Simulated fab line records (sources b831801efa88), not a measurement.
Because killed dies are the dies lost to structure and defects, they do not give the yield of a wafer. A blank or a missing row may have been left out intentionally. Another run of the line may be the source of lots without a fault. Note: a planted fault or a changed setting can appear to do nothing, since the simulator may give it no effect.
Struck lot and sound lot, side by side	flow sky130	15 out of 708 route steps
Sound: wafers L749.2, L749.3, L749.5. The struck wafers were L767.2, L767.3, L767.5. The cause is named last.
Per side, at each step with rows, come the tool, then ch with its chambers, and then its first start. Under that, the readings that differ: sound wafers	struck wafers	difference of the means	sigmas: that difference in standard deviations of wafers without a fault.
alike: readings whose means differ by less than 2 such deviations, and words and numbers that are the same on both sides. not compared: withheld readings, readings that some wafer has no value for, bounds like >300 that may hide the same value, and numbers for which the record gives no deviation and whose values overlap.
A row with sigmas, a row that says differs or no value, or rows on one side alone: a step with any of these is where the two part. Numbers that have no deviation but don't overlap get no sigmas and don't part them. A reading missing from all wafers of one side parts the sides only when that side holds two or more wafers.

SKY_CAP2M_METAL_ETCH_13: etches TiN in Cl2/BCl3, stops on SiO2, target depth 220 nm, time 62.9 s.
  sound on rieMetal-03 ch 0, day 41 12:31; struck on rieMetal-01 ch 0,1, day 46 07:52
  alike: drypumpMotorCurrentA, oesProductAu, throttleValvePct
  not compared: rfHoursCounterH
SKY_CAP2M_STRIP_14: strips in O2/N2.
  sound on plasmaAsher-01 ch 0,1, day 41 12:35; struck on plasmaAsher-01 ch 0,1, day 46 07:56
reading	sound	struck	difference	sigmas
oesProductAu (a.u.)	0.708 0.714 0.696	0.719 0.714 0.716	+0.010	+2
stripTimeToEndpointS (s)	12.61 12.63 12.63	12.75 12.77 12.74	+0.13	+3
  alike: drypumpMotorCurrentA
  not compared: rfHoursCounterH
then, 10 steps without rows for these wafers: SKY_CAP2M_STRIP_15 (strips in post etch residue remover, time 1200 s); SKY_CAP2M_CLEAN_16 (cleans in IPA, time 180 s); SKY_CAP2M_CLEAN_17 (cleans in O3/DIW); SKY_METAL4_DEHYDRATE_05 (time 60 s); SKY_METAL4_HMDS_06 (prime time 60 s); SKY_METAL4_COAT_07 (resist thk 60 nm); SKY_METAL4_COAT_08 (resist thk 1140 nm); SKY_METAL4_SOFTBAKE_09 (time 90 s); SKY_METAL4_EXPOSE_10 (exposes mask MM4, target cd 300 nm); SKY_METAL4_PEB_11.
SKY_METAL4_DEVELOP_12: develop time 60 s.
  sound on lithoTrack-04 ch 0, day 42 13:00; struck on lithoTrack-03 ch 0, day 47 04:00
reading	sound	struck	difference	sigmas
developerTempC (C)	20.97 20.99 20.98	21.88 21.67 21.67	+0.76	+8
  alike: exhaustPa, resistLineTempC
SKY_METAL4_CD_MEAS_13: the cd target is 300 nm.
  sound on cdSem-02 at day 42 13:28; struck on cdSem-01 at day 47 04:46
  alike: cdNm
SKY_PAD_OPEN_PROBE_99:
  rows exist in the record for the sound wafers here (prober-01, day 46 12:58), none for the struck ones

## WHERE THEY PART
Last at SKY_PAD_OPEN_PROBE_99 as far as this record goes, first at SKY_CAP2M_STRIP_14.

WHY: whatever the simulator had introduced
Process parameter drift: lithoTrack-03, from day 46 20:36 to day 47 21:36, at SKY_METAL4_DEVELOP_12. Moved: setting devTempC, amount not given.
